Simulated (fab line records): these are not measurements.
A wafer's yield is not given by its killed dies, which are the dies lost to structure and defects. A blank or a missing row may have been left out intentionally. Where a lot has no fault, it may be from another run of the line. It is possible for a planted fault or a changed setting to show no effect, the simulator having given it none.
Which of the tools did it? ; flow gf180mcu ; Sampling: 13 lots, 38 wafers, 4 of 602 route steps

## WHAT THE GAUGES READ, wafer by wafer
GF_V4_OVL_MEAS_15.
lot;measured;on;V4_OVL (nm)
L225;day 24 04:56;overlay-01;5 1 -2
L226;day 24 15:46;overlay-01;1 -6 4
L227;day 25 01:13;overlay-01;-5 -8 5
L228;day 25 09:44;overlay-02;0 -5 0
L229;day 25 17:02;overlay-02;-9 -4 -9
L230;day 26 02:57;overlay-01;1 -6 -3
L231;day 26 08:37;overlay-02;-8 -5 -7
L232;day 26 18:22;overlay-02;-11 -10 -10
L234;day 27 12:33;overlay-02;-6 -1 -9
L243;day 30 02:37;overlay-02;-2 -3
L245;day 30 16:21;overlay-02;-14 -10 -8
L246;day 30 17:36;overlay-02;-1 7 3
L248;day 31 09:54;overlay-02;2 2 6

## TOOL THAT RAN EACH LOT (tool first, then ch and the chambers of the sampled wafers, then the start)
lot;GF_M2_STRIP_18;GF_V4_CVD_02;GF_V4_CMP_04
L225;wet bench-02 ch 0, day 19 01:45;pecvd-02 ch 0,1,2, day 23 06:20;cmp-02 ch 0,1,2, day 23 06:34
L226;wet bench-01 ch 1, day 19 12:52;pecvd-04 ch 0,1,2, day 23 17:37;cmp-02 ch 2,3, day 23 17:44
L227;wet bench-04 ch 2, day 19 21:54;pecvd-04 ch 0,1, day 24 02:53;cmp-02 ch 0,2,3, day 24 03:07
L228;wet bench-04 ch 2, day 20 07:46;pecvd-02 ch 0,1, day 24 11:05;cmp-01 ch 0,2,3, day 24 11:16
L229;wet bench-04 ch 1, day 20 15:28;pecvd-04 ch 0,1, day 24 19:07;cmp-01 ch 0,1, day 24 19:18
L230;wet bench-01 ch 0, day 21 02:33;pecvd-02 ch 0,2, day 25 05:24;cmp-01 ch 0,1,2, day 25 05:38
L231;wet bench-01 ch 3, day 21 12:00;pecvd-04 ch 0,1,2, day 25 11:22;cmp-02 ch 0,2,3, day 25 11:35
L232;wet bench-01 ch 0, day 21 22:40;pecvd-04 ch 0,1, day 25 21:31;cmp-01 ch 0,1,3, day 25 21:44
L234;wet bench-04 ch 1, day 22 18:13;pecvd-03 ch 0,2, day 26 15:41;cmp-01 ch 1,3, day 26 15:49
L243;wet bench-04 ch 0, day 25 15:40;pecvd-04 ch 0, day 29 07:11;cmp-02 ch 0,3, day 29 07:19
L245;wet bench-02 ch 1, day 26 07:52;pecvd-03 ch 0,1,2, day 29 21:37;cmp-02 ch 1,2,3, day 29 21:45
L246;wet bench-01 ch 0, day 26 10:17;pecvd-03 ch 0,2, day 29 22:40;cmp-02 ch 0,1,3, day 29 22:54
L248;wet bench-02 ch 1, day 27 04:07;pecvd-02 ch 0,2, day 30 15:41;cmp-02 ch 0,2, day 30 15:49
- GF_M2_STRIP_18: strips in post etch residue remover, time 1200 s.
- GF_V4_CVD_02: deposits SiO2 from TEOS, target thk 850 nm, time 94.851 s.
- GF_V4_CMP_04: polishes SiO2.

## AS READ BY THE TOOLS THEMSELVES (means over the sampled wafers that have a number; for cases with no such wafer, the mark the record gives instead)
GF_V4_CVD_02.
lot;tool;heater power w (W)
L225;pecvd-02;673
L226;pecvd-04;638
L227;pecvd-04;681
L228;pecvd-02;654
L229;pecvd-04;608
L230;pecvd-02;705
L231;pecvd-04;618
L232;pecvd-04;594
L234;pecvd-03;708
L243;pecvd-04;660
L245;pecvd-03;716
L246;pecvd-03;664
L248;pecvd-02;729

GF_V4_CMP_04.
lot;tool;motor current A (A);time to endpoint s (s)
L225;cmp-02;11.6;81
L226;cmp-02;11.5;89
L227;cmp-02;11.4;92
L228;cmp-01;13.8;79
L229;cmp-01;12.4;91
L230;cmp-01;12.3;77
L231;cmp-02;11.5;79
L232;cmp-01;13.3;89
L234;cmp-01;14.2;80
L243;cmp-02;11.0;81
L245;cmp-02;11.2;75
L246;cmp-02;11.0;76
L248;cmp-02;12.0;71

## THE ANSWER, worked out from the rows above alone
Rule: the lots themselves supply what counts as usual. Put in order of their means at a reading, lots are off if they are a third of the lots or fewer, leave a main group of 4 or more, and stand apart from it by a gap of 3 or more times the standard deviation of the main group's means; of several such gaps the widest counts. A main group whose means are all the same, to the digits that the tables above print for the reading, isn't used. Also off: a lot with no number at a reading for which 4 or more lots have one. Any other lot the step has rows for is counted as sound. First the gauges in route order, then the tools' own readings, where a lot's mean is used as printed above. At the first step where some lot is off, the reading lying furthest off is the one used; lots without a number count as furthest.
Across all readings shown, no lot is off: no conclusion can be drawn from this.

## WHAT THE SIMULATOR HAD PUT IN
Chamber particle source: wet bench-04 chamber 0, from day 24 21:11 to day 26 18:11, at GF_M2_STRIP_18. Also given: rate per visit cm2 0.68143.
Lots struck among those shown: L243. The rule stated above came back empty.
